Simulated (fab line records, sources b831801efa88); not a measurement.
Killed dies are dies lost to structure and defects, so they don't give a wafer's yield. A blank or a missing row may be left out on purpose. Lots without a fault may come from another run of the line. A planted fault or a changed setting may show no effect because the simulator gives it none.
Chamber matching | flow gf180mcu | GF_CONTACT_CMP_04 on cmp-01: 4 sister chambers
The step polishes SiO2. 16 wafers are shown with their chamber, then 8 later ones without.

WAFERS WITH THEIR CHAMBER
wafer  | chamber | motor_current_A (A) | retaining_ring_pressure_frac | time_to_endpoint_s (s)
L927.1 | 2       | 12.1                | 0.995                        | 103
L927.2 | 1       | 11.2                | 1.006                        | 105
L927.4 | 0       | 13.4                | 1.003                        | 109
L928.2 | 1       | 11.3                | 1.000                        | 101
L928.3 | 0       | 13.5                | 1.003                        | 101
L928.4 | 2       | 11.1                | 0.996                        | 109
L929.1 | 0       | 13.7                | 1.000                        | 107
L929.2 | 2       | 10.9                | 1.000                        | 113
L929.4 | 3       | 14.0                | 1.008                        | 117
L931.1 | 3       | 13.9                | 1.005                        | 109
L931.2 | 1       | 11.3                | 1.002                        | 106
L931.3 | 0       | 13.7                | 1.007                        | 109
L937.1 | 2       | 11.2                | 0.995                        | 105
L937.3 | 1       | 10.7                | 0.999                        | 100
L937.5 | 3       | 13.8                | 1.001                        | 111
L944.2 | 2       | 12.1                | 0.998                        | 106

SIGNATURES (means of the wafers above)
reading                      | chamber 0 | chamber 1 | chamber 2 | chamber 3 | scatter within a chamber
motor_current_A              | 13.575    | 11.125    | 11.480    | 13.900    | 0.372
retaining_ring_pressure_frac | 1.00325   | 1.00175   | 0.99680   | 1.00467   | 0.00284
time_to_endpoint_s           | 106.50    | 103.00    | 107.20    | 112.33    | 3.7
Rule: a wafer's distance from a chamber is the root of the sum, over the readings, of the square of ((its reading less the chamber's mean) divided by the reading's scatter). The wafer belongs to the nearest chamber; if the next one is less than 2 further off, it can't be placed. The scatter: the root of (the sum of the squares of (reading less its chamber's mean) over the shown wafers, divided by (wafers less chambers)).

WAFERS WITHOUT THEIR CHAMBER
wafer  | motor_current_A (A) | retaining_ring_pressure_frac | time_to_endpoint_s (s)
L944.5 | 10.9                | 1.009                        | 105
L944.6 | 14.2                | 1.000                        | 109
L945.1 | 11.2                | 1.011                        | 106
L945.4 | 13.3                | 0.995                        | 117
L945.6 | 13.5                | 1.003                        | 112
L949.2 | 13.4                | 0.999                        | 104
L949.3 | 11.6                | 1.006                        | 106
L949.6 | 11.5                | 1.005                        | 113

WHICH CHAMBER EACH WENT THROUGH
wafer  | from the rows above          | in truth
L944.5 | can't be placed: 1 or 2      | 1
L944.6 | can't be placed: 3 or 0      | 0
L945.1 | can't be placed: 1 or 2      | 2
L945.4 | can't be placed: 3 or 0 or 2 | 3
L945.6 | can't be placed: 3 or 0      | 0
L949.2 | can't be placed: 0 or 3      | 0
L949.3 | can't be placed: 1 or 2      | 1
L949.6 | can't be placed: 1 or 2      | 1
Placed correctly: 0 of 8. Can't be placed from these rows: 8 (the true chamber is among the candidates in 8). Placed wrongly: 0.
